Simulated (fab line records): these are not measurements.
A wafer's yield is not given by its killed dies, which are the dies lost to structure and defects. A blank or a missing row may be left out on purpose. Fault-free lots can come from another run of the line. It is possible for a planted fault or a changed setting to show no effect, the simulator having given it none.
fab line records	flow sky130
record: lots: 12	wafers: 36	last-day: 50
route steps=708 shown METAL3@563 VIA3@584 PAD_OPEN@708
lots that met no fault: taken from a fault-free run of the same line
start-h: start of the lot's first displayed wafer, in hours after the record's first day	wait-h: how many hours have passed since the lot's step before this one	" unchanged from the row above	L1.1+2: one row covering several wafers at once	- no value present, or no start provided	* or withheld: withheld	< > ~ a bound
route shown NAME@n: NAME is a module with steps in the file, n the number in the route of the first one	usual: the fault-free wafers' mean and standard deviation	same: alike in all rows	chamber/n: place in a boat	sites: readings site by site	_std_site: standard deviation across them	_edge_site: mean of outer sites minus mean of inner sites	radius-mm: how far each site lies from the wafer's centre	mask NAME#n: copy n	behind: the tool/chamber that last shaped the wafer	hold: what put the lot on hold/how long, in hours/how the hold closed	device: names the non-switching transistor (n, p or np)	end of line: tests run on the same wafers once the route is complete	a step without rows: its recipe alone	killed: at the first sort, the dies lost to defects and structure; wafer yield is something else	map: the dies of a wafer, with x for killed, . for not killed, _ for no die there
set.NAME: the run value of the setting; set.NAME@STEP: its run value at that earlier step	model.NAME: the simulator's own value behind a step, which no gauge read
the route's steps for a sample of lots (tables are steps, rows are wafers)
services: the hour from which a tool's chamber was out of use, counted from the record's first day as start-h (under 0 if before that day), plus the number of hours and why
== steps ==
step: SKY_METAL3_CD_MEAS_13
recipe: target-cd-nm: 300
usual: cd-nm: 300.1/1.3
lot.wafer	tool	chamber	start-h	wait-h	cd-nm
L550.2	cd-sem-02	-	901.03	-	301.4
L550.5	"	-	"	"	300.0
L550.6	"	-	"	"	300.5
L551.2	cd-sem-01	-	909.62	-	299.2
L551.3	"	-	"	"	298.5
L551.6	"	-	"	"	299.9
L552.1	cd-sem-01	-	937.56	-	301.3
L552.3	"	-	"	"	300.1
L552.6	"	-	"	"	299.6
L556.1	cd-sem-02	-	943.54	-	299.6
L556.2	"	-	"	"	298.8
L556.5	"	-	"	"	300.4
L557.1	cd-sem-02	-	947.50	-	299.6
L557.3	"	-	"	"	301.6
L557.4	"	-	"	"	300.3
L562.1	cd-sem-02	-	991.51	-	300.2
L562.3	"	-	"	"	300.3
L562.4	"	-	"	"	300.1
L564.3	cd-sem-02	-	1019.59	-	299.1
L564.4	"	-	"	"	300.1
L564.5	"	-	"	"	299.9
L568.3	cd-sem-02	-	1024.20	-	301.7
L568.4	"	-	"	"	301.1
L568.6	"	-	"	"	301.1
L569.3	cd-sem-01	-	1025.18	-	300.2
L569.4	"	-	"	"	302.4
L569.5	"	-	"	"	300.0
L571.2	cd-sem-02	-	1044.06	-	300.4
L571.3	"	-	"	"	298.8
L571.6	"	-	"	"	300.5
L572.4	cd-sem-01	-	1048.40	-	301.3
L572.5	"	-	"	"	301.1
L572.6	"	-	"	"	300.5
L573.1	cd-sem-02	-	1050.35	-	298.9
L573.3	"	-	"	"	299.4
L573.4	"	-	"	"	298.9
step: SKY_VIA3_DEVELOP_11
recipe: develop-time-s: 60	resist: KrF-thick	dev-temp-c: 21
usual: chill-plate-temp-C: 23.01/0.098	developer-temp-C: 21.00/0.098
same: develop-time-s: 60
lot.wafer	tool	chamber	start-h	wait-h	chill-plate-temp-C	developer-temp-C
L550.2	litho-track-04	0	925	-	23.02	21.12
L550.5	"	0	"	"	23.07	21.08
L550.6	"	0	"	"	22.97	21.14
L551.2	litho-track-04	0	935	-	22.98	21.07
L551.3	"	0	"	"	22.89	20.94
L551.6	"	0	"	"	22.90	20.88
L552.1	litho-track-04	0	963	-	23.01	21.01
L552.3	"	0	"	"	23.19	20.92
L552.6	"	0	"	"	23.14	20.89
L556.1	litho-track-04	0	970	-	22.97	20.15
L556.2	"	0	"	"	22.89	20.28
L556.5	"	0	"	"	22.97	20.27
L557.1	litho-track-04	0	973	-	23.00	20.23
L557.3	"	0	"	"	23.04	20.20
L557.4	"	0	"	"	23.01	20.10
L562.1	litho-track-02	0	1015	-	23.01	20.96
L562.3	"	0	"	"	22.93	21.01
L562.4	"	0	"	"	22.93	21.03
L564.3	litho-track-03	0	1044	-	23.03	20.79
L564.4	"	0	"	"	23.06	20.95
L564.5	"	0	"	"	23.05	20.91
L568.3	litho-track-02	0	1048	-	23.01	20.98
L568.4	"	0	"	"	23.05	20.86
L568.6	"	0	"	"	23.09	20.95
L569.3	litho-track-03	0	1049	-	23.03	21.08
L569.4	"	0	"	"	22.99	21.15
L569.5	"	0	"	"	23.10	21.19
L571.2	litho-track-03	0	1066	-	23.01	20.89
L571.3	"	0	"	"	23.09	21.12
L571.6	"	0	"	"	22.98	20.88
L572.4	litho-track-02	0	1070	-	23.08	21.06
L572.5	"	0	"	"	23.15	21.22
L572.6	"	0	"	"	23.04	20.98
L573.1	litho-track-02	0	1072	-	23.09	20.98
L573.3	"	0	1073	-	23.00	21.06
L573.4	"	0	"	"	22.85	21.15
step: SKY_VIA3_STRIP_16
recipe: chemistry: O2/N2	power-w: 1400	pressure-mtorr: 1500	platen-temp-c: withheld	o2-flow-sccm: 3000	n2-flow-sccm: 300	overash-fraction: 0.5
usual: drypump-motor-current-A: 5.52/0.25	oes-product-au: 0.401/0.0047	strip-time-to-endpoint-s: 4.108/0.022
lot.wafer	tool	chamber	start-h	wait-h	drypump-motor-current-A	oes-product-au	rf-hours-counter-h	strip-time-to-endpoint-s
L550.2	plasma-asher-03	1	925.97	0.0	5.44	0.403	82	4.077
L550.5	"	1	"	"	5.42	0.404	-	4.082
L550.6	"	0	"	"	5.80	0.398	-	4.076
L551.2	plasma-asher-04	1	936.07	0.0	5.60	0.401	19	4.101
L551.3	"	0	"	"	5.74	0.396	-	4.098
L551.6	"	0	"	"	5.72	0.410	-	4.108
L552.1	plasma-asher-01	0	963.42	0.0	5.08	0.398	111	4.098
L552.3	"	1	"	"	5.11	0.402	-	4.133
L552.6	"	1	"	"	5.15	0.402	-	4.111
L556.1	plasma-asher-03	1	970.62	0.0	5.42	0.399	87	4.072
L556.2	"	0	"	"	5.84	0.411	87	4.118
L556.5	"	0	"	"	5.86	0.401	-	4.098
L557.1	plasma-asher-03	1	974.07	0.0	5.43	0.406	87	4.041
L557.3	"	1	"	"	5.45	0.401	-	4.094
L557.4	"	0	"	"	5.81	0.405	-	4.050
L562.1	plasma-asher-04	0	1016.03	0.0	5.71	0.397	27	4.098
L562.3	"	1	"	"	5.53	0.408	-	4.123
L562.4	"	0	"	"	5.71	0.402	-	4.105
L564.3	plasma-asher-04	1	1044.59	0.1	5.57	0.399	-	4.102
L564.4	"	0	"	"	5.74	0.398	-	4.119
L564.5	"	0	"	"	5.73	0.401	-	4.112
L568.3	plasma-asher-04	1	1049.06	0.1	5.55	0.400	-	4.124
L568.4	"	0	"	"	5.73	0.403	-	4.139
L568.6	"	0	"	"	5.73	0.402	-	4.110
L569.3	plasma-asher-01	0	1050.29	0.1	5.09	0.409	-	4.092
L569.4	"	1	"	"	5.17	0.400	-	4.103
L569.5	"	1	"	"	5.12	0.403	-	4.105
L571.2	plasma-asher-04	0	1067.06	0.0	5.74	0.399	32	4.123
L571.3	"	1	"	"	5.60	0.404	-	4.107
L571.6	"	1	"	"	5.57	0.408	-	4.112
L572.4	plasma-asher-01	1	1071.01	0.0	5.16	0.407	-	4.126
L572.5	"	1	"	"	5.14	0.404	-	4.100
L572.6	"	0	"	"	5.08	0.401	-	4.121
L573.1	plasma-asher-04	0	1073.38	0.0	5.71	0.397	33	4.111
L573.3	"	1	"	"	5.60	0.399	-	4.091
L573.4	"	0	"	"	5.73	0.397	-	4.109
step: SKY_VIA3_CVD_21
recipe: material: W	target-thk-nm: 390	time-s: 117.31	temp-c: 400	pressure-torr: 40
usual: heater-power-w: 833/51
lot.wafer	tool	chamber	start-h	wait-h	heater-power-w	since-wet-clean-h
L550.2	cvd-w-02	0	926.63	0.0	885	523
L550.5	"	1	"	"	849	-
L550.6	"	0	"	"	916	-
L551.2	cvd-w-02	0	936.73	0.0	901	533
L551.3	"	1	"	"	864	-
L551.6	"	1	"	"	869	-
L552.1	cvd-w-01	0	964.07	0.0	766	46
L552.3	"	0	"	"	776	-
L552.6	"	0	"	"	771	-
L556.1	cvd-w-01	0	971.51	0.0	783	54
L556.2	"	1	"	"	783	54
L556.5	"	0	"	"	763	-
L557.1	cvd-w-01	0	974.76	0.0	794	57
L557.3	"	1	"	"	811	-
L557.4	"	0	"	"	779	-
L562.1	cvd-w-01	0	1016.68	0.0	782	99
L562.3	"	1	"	"	793	-
L562.4	"	0	"	"	771	-
L564.3	cvd-w-02	0	1045.44	0.1	906	-
L564.4	"	1	"	"	867	-
L564.5	"	1	"	"	874	-
L568.3	cvd-w-02	1	1049.81	0.1	871	-
L568.4	"	0	"	"	886	-
L568.6	"	0	"	"	901	-
L569.3	cvd-w-01	0	1050.98	0.1	773	-
L569.4	"	1	"	"	800	-
L569.5	"	1	"	"	787	-
L571.2	cvd-w-01	1	1067.76	0.0	806	150
L571.3	"	1	"	"	811	-
L571.6	"	0	"	"	783	-
L572.4	cvd-w-01	0	1071.67	0.0	793	-
L572.5	"	1	"	"	801	-
L572.6	"	0	"	"	799	-
L573.1	cvd-w-01	1	1074.07	0.0	805	156
L573.3	"	0	"	"	787	-
L573.4	"	1	"	"	793	-
step: SKY_PAD_OPEN_PROBE_99
usual: defect-limited-yield: 82.7/1.9	killed_at_M0_to_M3: 43/7.7	killed_at_M4_up: 3.0/1.7	killed-at-contacts: 24/5.2	killed-at-front-end: 15/4.5	killed-at-other: 0.3/0.5	killed-dies: 85/9.5	killed-open: 47/6.6	killed-short: 38/6.6	sort_bin_3_pad_short: 0.8/0.39	sort_bin_5_function: 10.2/1.4	sort_bin_6_memory: 6.3/1.1	sort-n-pass: 407/9.5	sort-yield-pct: 82.7/1.9
same: gross-dies: 492	killed-at-back-side: 0	sort_bin_4_leakage[%]: 0	sort_bin_8_speed[%]: 0
lot.wafer	tool	chamber	start-h	wait-h	defect-limited-yield[%]	killed_at_M0_to_M3	killed_at_M4_up	killed-at-contacts	killed-at-front-end	killed-at-other	killed-dies	killed-open	killed-short	sort_bin_3_pad_short[%]	sort_bin_5_function[%]	sort_bin_6_memory[%]	sort-n-pass	sort-yield-pct[%]
L550.2	prober-01	-	1070.53	0.1	84.3	34	2	28	13	0	77	48	29	0.6	8.3	6.7	415	84.3
L550.5	prober-01	-	1070.68	0.2	83.9	39	4	24	12	0	79	43	36	0.4	9.8	5.9	413	83.9
L550.6	prober-01	-	1070.73	0.2	80.7	42	2	29	22	0	95	55	40	0.2	12.8	6.3	397	80.7
L551.2	prober-02	-	1080.81	0.1	83.1	41	3	28	11	0	83	44	39	0.8	10.2	5.9	409	83.1
L551.3	prober-02	-	1080.86	0.2	82.3	47	3	23	14	0	87	58	29	0.4	10.2	7.1	405	82.3
L551.6	prober-02	-	1081.01	0.2	82.9	48	4	23	9	0	84	47	37	0.6	10.2	6.3	408	82.9
L552.1	prober-01	-	1102.21	0.1	82.1	46	1	28	13	0	88	48	40	1.0	9.6	7.3	404	82.1
L552.3	prober-01	-	1102.31	0.2	83.1	34	1	25	23	0	83	39	44	0.8	9.8	6.3	409	83.1
L552.6	prober-01	-	1102.46	0.2	80.3	42	5	33	17	0	97	56	41	0.8	11.4	7.5	395	80.3
L556.1	prober-01	-	1111.39	0.1	84.8	35	0	19	21	0	75	39	36	1.2	8.5	5.5	417	84.8
L556.2	prober-01	-	1111.44	0.1	84.1	39	2	18	19	0	78	42	36	1.0	10.0	4.9	414	84.1
L556.5	prober-01	-	1111.59	0.2	81.5	40	2	36	13	0	91	50	41	1.4	11.8	5.3	401	81.5
L557.1	prober-02	-	1112.57	0.1	84.3	32	5	27	13	0	77	45	32	0.2	9.6	5.9	415	84.3
L557.3	prober-02	-	1112.67	0.2	81.3	48	4	24	16	0	92	47	45	1.2	10.8	6.7	400	81.3
L557.4	prober-02	-	1112.72	0.2	86.0	29	2	22	15	1	69	43	26	0.4	6.9	6.7	423	86.0
L562.1	prober-02	-	1144.58	0.1	83.7	38	3	20	19	0	80	41	39	1.2	8.7	6.3	412	83.7
L562.3	prober-02	-	1144.68	0.2	85.4	24	4	18	26	0	72	31	41	0.8	7.7	6.1	420	85.4
L562.4	prober-02	-	1144.73	0.2	82.9	42	5	25	10	2	84	48	36	0.8	8.7	7.5	408	82.9
L564.3	prober-01	-	1172.15	0.2	85.0	28	6	26	13	1	74	40	34	0.6	9.3	5.1	418	85.0
L564.4	prober-01	-	1172.20	0.2	82.5	46	8	15	17	0	86	40	46	0.8	10.0	6.7	406	82.5
L564.5	prober-01	-	1172.25	0.2	82.1	50	3	23	12	0	88	45	43	0.8	10.2	6.9	404	82.1
L568.3	prober-02	-	1176.39	0.2	81.1	33	4	32	24	0	93	47	46	0.8	11.6	6.5	399	81.1
L568.4	prober-02	-	1176.44	0.2	82.9	41	2	17	24	0	84	52	32	0.2	10.6	6.3	408	82.9
L568.6	prober-02	-	1176.54	0.2	84.6	34	1	22	18	1	76	45	31	0.6	8.9	5.9	416	84.6
L569.3	prober-01	-	1176.39	0.2	85.0	36	3	18	17	0	74	34	40	0.4	9.8	4.9	418	85.0
L569.4	prober-01	-	1176.44	0.2	81.1	49	4	25	15	0	93	51	42	1.4	12.2	5.3	399	81.1
L569.5	prober-01	-	1176.49	0.2	83.5	39	1	22	19	0	81	47	34	1.0	9.3	6.1	411	83.5
L571.2	prober-02	-	1188.26	0.1	84.1	42	3	16	15	2	78	44	34	0.6	10.0	5.3	414	84.1
L571.3	prober-02	-	1188.31	0.2	79.7	54	3	28	15	0	100	61	39	0.8	13.4	6.1	392	79.7
L571.6	prober-02	-	1188.46	0.2	81.1	51	2	26	14	0	93	49	44	0.6	11.8	6.5	399	81.1
L572.4	prober-01	-	1193.19	0.2	78.9	67	3	21	13	0	104	51	53	1.0	12.0	8.1	388	78.9
L572.5	prober-01	-	1193.24	0.2	82.1	50	7	25	5	1	88	50	38	1.0	11.4	5.5	404	82.1
L572.6	prober-01	-	1193.29	0.2	80.3	42	2	37	16	0	97	53	44	1.6	9.8	8.3	395	80.3
L573.1	prober-02	-	1194.54	0.1	82.5	51	4	18	13	0	86	50	36	0.6	9.8	7.1	406	82.5
L573.3	prober-02	-	1194.64	0.2	81.9	39	2	22	26	0	89	37	52	1.0	10.8	6.3	403	81.9
L573.4	prober-02	-	1194.69	0.2	81.9	46	3	19	20	1	89	52	37	1.0	11.6	5.5	403	81.9
killed by level:class
L550.2 CONTACT:geometric-particle:open=12 LI_CONTACT:geometric-particle:open=8 VIA2:geometric-particle:open=8 VIA1:geometric-particle:open=6 FIELD_ISO:geometric-particle:short=5 METAL2:geometric-particle:short=4 VIA3:geometric-particle:open=4 LOCAL_INTERCONNECT:geometric-particle:short=3
L550.5 VIA1:geometric-particle:open=11 VIA2:geometric-particle:open=7 LI_CONTACT:geometric-particle:open=6 POLY_GATE:geometric-particle:short=5 VIA3:geometric-particle:open=5 CONTACT:geometric-particle:short=5 METAL1:geometric-particle:short=5 LI_CONTACT:geometric-particle:short=4
L550.6 CONTACT:geometric-particle:open=15 VIA3:geometric-particle:open=10 LI_CONTACT:geometric-particle:open=7 METAL1:geometric-particle:short=7 FIELD_ISO:geometric-particle:short=6 VIA2:geometric-particle:open=6 VIA1:geometric-particle:open=5 LOCAL_INTERCONNECT:geometric-particle:short=4
L551.2 CONTACT:geometric-particle:open=12 VIA3:geometric-particle:open=7 LOCAL_INTERCONNECT:geometric-particle:short=5 CONTACT:geometric-particle:short=5 METAL1:geometric-particle:short=5 METAL2:geometric-particle:short=5 VIA3:geometric-particle:short=5 LI_CONTACT:geometric-particle:open=4
L551.3 VIA3:geometric-particle:open=11 CONTACT:geometric-particle:open=10 VIA2:geometric-particle:open=8 VIA1:geometric-particle:open=7 LI_CONTACT:geometric-particle:open=6 FIELD_ISO:geometric-particle:open=5 CONTACT:geometric-particle:short=5 METAL2:geometric-particle:short=5
L551.6 VIA1:geometric-particle:open=11 VIA2:geometric-particle:open=8 METAL2:geometric-particle:short=7 VIA3:geometric-particle:open=7 LI_CONTACT:geometric-particle:open=6 LI_CONTACT:geometric-particle:short=5 CONTACT:geometric-particle:open=4 VIA2:geometric-particle:short=4
L552.1 VIA1:geometric-particle:open=10 LI_CONTACT:geometric-particle:open=8 VIA1:geometric-particle:short=8 VIA3:geometric-particle:open=8 METAL2:geometric-particle:short=7 CONTACT:geometric-particle:short=5 POLY_GATE:geometric-particle:open=4 LI_CONTACT:geometric-particle:short=4
L552.3 FIELD_ISO:geometric-particle:short=8 CONTACT:geometric-particle:open=7 LI_CONTACT:geometric-particle:open=6 POLY_GATE:geometric-particle:open=5 LOCAL_INTERCONNECT:geometric-particle:short=5 CONTACT:geometric-particle:short=5 METAL1:geometric-particle:short=5 VIA2:geometric-particle:open=5
L552.6 CONTACT:geometric-particle:open=15 LI_CONTACT:geometric-particle:open=10 VIA1:geometric-particle:open=9 FIELD_ISO:geometric-particle:short=6 FIELD_ISO:geometric-particle:open=6 METAL2:geometric-particle:short=6 VIA3:geometric-particle:open=6 VIA1:geometric-particle:short=5
L556.1 VIA1:geometric-particle:open=10 POLY_GATE:geometric-particle:short=8 LI_CONTACT:geometric-particle:open=6 CONTACT:geometric-particle:short=6 FIELD_ISO:geometric-particle:short=4 CONTACT:geometric-particle:open=4 VIA2:geometric-particle:short=4 VIA2:geometric-particle:open=4
L556.2 VIA2:geometric-particle:open=7 FIELD_ISO:geometric-particle:open=6 CONTACT:geometric-particle:open=6 CONTACT:geometric-particle:short=6 VIA1:geometric-particle:open=6 METAL2:geometric-particle:short=6 VIA3:geometric-particle:open=6 SPACER:geometric-particle:open=4
L556.5 VIA1:geometric-particle:open=11 CONTACT:geometric-particle:open=10 CONTACT:geometric-particle:short=10 LI_CONTACT:geometric-particle:open=7 VIA2:geometric-particle:open=7 POLY_GATE:geometric-particle:open=6 LI_CONTACT:geometric-particle:short=6 VIA1:geometric-particle:short=5
L557.1 CONTACT:geometric-particle:open=10 VIA3:geometric-particle:open=7 CONTACT:geometric-particle:short=7 VIA1:geometric-particle:open=6 LI_CONTACT:geometric-particle:open=5 POLY_GATE:geometric-particle:open=4 METAL4:geometric-particle:short=4 METAL2:geometric-particle:short=4
L557.3 VIA1:geometric-particle:open=11 CONTACT:geometric-particle:open=8 VIA2:geometric-particle:open=6 CONTACT:geometric-particle:short=6 METAL1:geometric-particle:short=6 LI_CONTACT:geometric-particle:open=5 METAL3:geometric-particle:short=5 VIA1:geometric-particle:short=5
L557.4 CONTACT:geometric-particle:open=9 VIA1:geometric-particle:open=8 VIA3:geometric-particle:open=8 CONTACT:geometric-particle:short=5 FIELD_ISO:geometric-particle:short=4 LI_CONTACT:geometric-particle:open=4 SPACER:geometric-particle:open=3 METAL1:geometric-particle:short=3
L562.1 CONTACT:geometric-particle:open=8 METAL1:geometric-particle:short=7 VIA1:geometric-particle:open=6 CONTACT:geometric-particle:short=5 VIA2:geometric-particle:open=5 POLY_GATE:geometric-particle:open=4 POLY_GATE:geometric-particle:short=4 LI_CONTACT:geometric-particle:open=4
L562.3 POLY_GATE:geometric-particle:short=7 CONTACT:geometric-particle:open=7 FIELD_ISO:geometric-particle:open=6 FIELD_ISO:geometric-particle:short=6 METAL1:geometric-particle:short=5 METAL4:geometric-particle:short=4 VIA1:geometric-particle:short=4 VIA1:geometric-particle:open=3
L562.4 VIA1:geometric-particle:open=11 CONTACT:geometric-particle:open=11 VIA3:geometric-particle:open=7 VIA2:geometric-particle:open=6 LI_CONTACT:geometric-particle:open=5 CONTACT:geometric-particle:short=5 METAL4:geometric-particle:short=5 METAL1:geometric-particle:short=5
L564.3 VIA1:geometric-particle:open=10 CONTACT:geometric-particle:open=8 CONTACT:geometric-particle:short=7 METAL2:geometric-particle:short=5 LI_CONTACT:geometric-particle:open=4 VIA2:geometric-particle:open=4 SPACER:geometric-particle:open=3 LI_CONTACT:geometric-particle:short=3
L564.4 VIA1:geometric-particle:open=8 VIA1:geometric-particle:short=7 VIA3:geometric-particle:open=7 VIA2:geometric-particle:open=6 METAL3:geometric-particle:short=6 FIELD_ISO:geometric-particle:short=5 POLY_GATE:geometric-particle:open=5 METAL4:geometric-particle:short=5
L564.5 VIA1:geometric-particle:open=14 VIA1:geometric-particle:short=7 VIA2:geometric-particle:open=7 POLY_GATE:geometric-particle:short=6 CONTACT:geometric-particle:open=6 LI_CONTACT:geometric-particle:open=5 CONTACT:geometric-particle:short=5 METAL1:geometric-particle:short=5
L568.3 FIELD_ISO:geometric-particle:short=10 VIA3:geometric-particle:open=9 LI_CONTACT:geometric-particle:open=7 CONTACT:geometric-particle:short=7 METAL2:geometric-particle:short=7 LOCAL_INTERCONNECT:geometric-particle:open=6 CONTACT:geometric-particle:open=6 VIA1:geometric-particle:open=6
L569.3 CONTACT:geometric-particle:open=9 VIA1:geometric-particle:open=8 LOCAL_INTERCONNECT:geometric-particle:short=7 METAL1:geometric-particle:short=7 FIELD_ISO:geometric-particle:open=5 VIA2:geometric-particle:open=5 POLY_GATE:geometric-particle:short=4 METAL2:geometric-particle:short=4
L568.4 VIA1:geometric-particle:open=13 VIA2:geometric-particle:open=10 FIELD_ISO:geometric-particle:open=7 LI_CONTACT:geometric-particle:open=7 VIA2:geometric-particle:short=7 CONTACT:geometric-particle:open=7 FIELD_ISO:geometric-particle:short=6 POLY_GATE:geometric-particle:open=5
L569.4 VIA1:geometric-particle:open=14 CONTACT:geometric-particle:open=9 POLY_GATE:geometric-particle:short=6 VIA2:geometric-particle:open=6 POLY_GATE:geometric-particle:open=5 LI_CONTACT:geometric-particle:open=5 LOCAL_INTERCONNECT:geometric-particle:short=5 METAL1:geometric-particle:short=5
L569.5 CONTACT:geometric-particle:open=9 VIA1:geometric-particle:open=9 POLY_GATE:geometric-particle:open=7 VIA2:geometric-particle:open=6 LI_CONTACT:geometric-particle:open=5 METAL2:geometric-particle:short=5 VIA3:geometric-particle:open=5 CONTACT:geometric-particle:short=4
L568.6 VIA1:geometric-particle:open=8 CONTACT:geometric-particle:open=7 FIELD_ISO:geometric-particle:short=6 LI_CONTACT:geometric-particle:open=6 FIELD_ISO:geometric-particle:open=5 LOCAL_INTERCONNECT:geometric-particle:short=5 METAL2:geometric-particle:short=4 VIA3:geometric-particle:open=4
L571.2 VIA1:geometric-particle:open=12 CONTACT:geometric-particle:open=7 METAL1:geometric-particle:short=7 FIELD_ISO:geometric-particle:short=6 VIA2:geometric-particle:open=6 FIELD_ISO:geometric-particle:open=5 METAL3:geometric-particle:short=5 CONTACT:geometric-particle:short=4
L571.3 VIA1:geometric-particle:open=17 CONTACT:geometric-particle:open=12 METAL2:geometric-particle:short=7 CONTACT:geometric-particle:short=6 VIA2:geometric-particle:open=6 VIA3:geometric-particle:short=6 LOCAL_INTERCONNECT:geometric-particle:short=4 POLY_GATE:geometric-particle:open=4
L571.6 LI_CONTACT:geometric-particle:open=12 VIA1:geometric-particle:open=10 VIA1:geometric-particle:short=9 CONTACT:geometric-particle:open=8 METAL1:geometric-particle:short=8 FIELD_ISO:geometric-particle:short=7 VIA3:geometric-particle:open=7 VIA2:geometric-particle:open=5
L572.4 VIA1:geometric-particle:open=14 METAL2:geometric-particle:short=9 LI_CONTACT:geometric-particle:open=7 VIA2:geometric-particle:open=7 POLY_GATE:geometric-particle:short=6 METAL1:geometric-particle:short=6 VIA2:geometric-particle:short=6 VIA3:geometric-particle:open=6
L572.5 CONTACT:geometric-particle:open=11 VIA1:geometric-particle:open=9 VIA2:geometric-particle:open=8 VIA3:geometric-particle:open=7 METAL1:geometric-particle:short=5 LI_CONTACT:geometric-particle:open=5 VIA1:geometric-particle:short=5 METAL2:geometric-particle:short=5
L572.6 LI_CONTACT:geometric-particle:open=13 CONTACT:geometric-particle:open=10 VIA3:geometric-particle:open=9 LOCAL_INTERCONNECT:geometric-particle:short=7 VIA1:geometric-particle:open=7 METAL2:geometric-particle:short=7 CONTACT:geometric-particle:short=5 METAL1:geometric-particle:short=5
L573.1 VIA1:geometric-particle:open=14 LI_CONTACT:geometric-particle:open=8 VIA3:geometric-particle:open=7 METAL2:geometric-particle:short=6 METAL1:geometric-particle:short=6 VIA1:geometric-particle:short=5 FIELD_ISO:geometric-particle:short=4 POLY_GATE:geometric-particle:open=4
L573.3 METAL2:geometric-particle:short=9 METAL1:geometric-particle:short=8 FIELD_ISO:geometric-particle:short=7 POLY_GATE:geometric-particle:open=6 CONTACT:geometric-particle:open=6 VIA1:geometric-particle:short=5 VIA1:geometric-particle:open=5 LI_CONTACT:geometric-particle:short=4
L573.4 VIA1:geometric-particle:open=11 CONTACT:geometric-particle:open=9 VIA2:geometric-particle:open=8 POLY_GATE:geometric-particle:open=6 SPACER:geometric-particle:short=6 LI_CONTACT:geometric-particle:open=6 METAL1:geometric-particle:short=5 METAL2:geometric-particle:short=5
== services ==
tool	chamber	start-h	hours	kind
cvd-w-01	-	904.00	14.0	pm
cvd-w-01	0	904.00	14.0	vent-cycle
cvd-w-01	1	904.00	14.0	vent-cycle
cvd-w-01	0	918.00	-	clean
cvd-w-01	1	918.00	-	clean
plasma-asher-04	-	938.07	1.4	repair
cvd-w-02	-	951.08	2.8	pm
cvd-w-01	-	973.44	0.3	repair
plasma-asher-01	-	1045.88	0.9	repair
plasma-asher-01	-	1055.25	9.0	pm
plasma-asher-01	0	1055.25	9.0	vent-cycle
plasma-asher-01	1	1055.25	9.0	vent-cycle
plasma-asher-01	0	1064.25	-	clean
plasma-asher-01	1	1064.25	-	clean
== key ==
first-sign: step: SKY_VIA3_DEVELOP_11	reading: developer-temp-C	direction: down	sigmas: 8.1	usual: *	struck: *
effect none on later readings
met-at SKY_VIA3_DEVELOP_11
struck-lots L556,L557
not-acting-at SKY_METAL3_CD_MEAS_13,SKY_VIA3_STRIP_16,SKY_VIA3_CVD_21
onset-between 963 970
fault: kind: process-parameter-drift	tool: litho-track-04	chamber: -	onset-h: 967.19	steps: SKY_VIA3_DEVELOP_11	channel: dev-temp-c	offset: *	shape: step	end-h: 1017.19	acts-in: *	stated: *
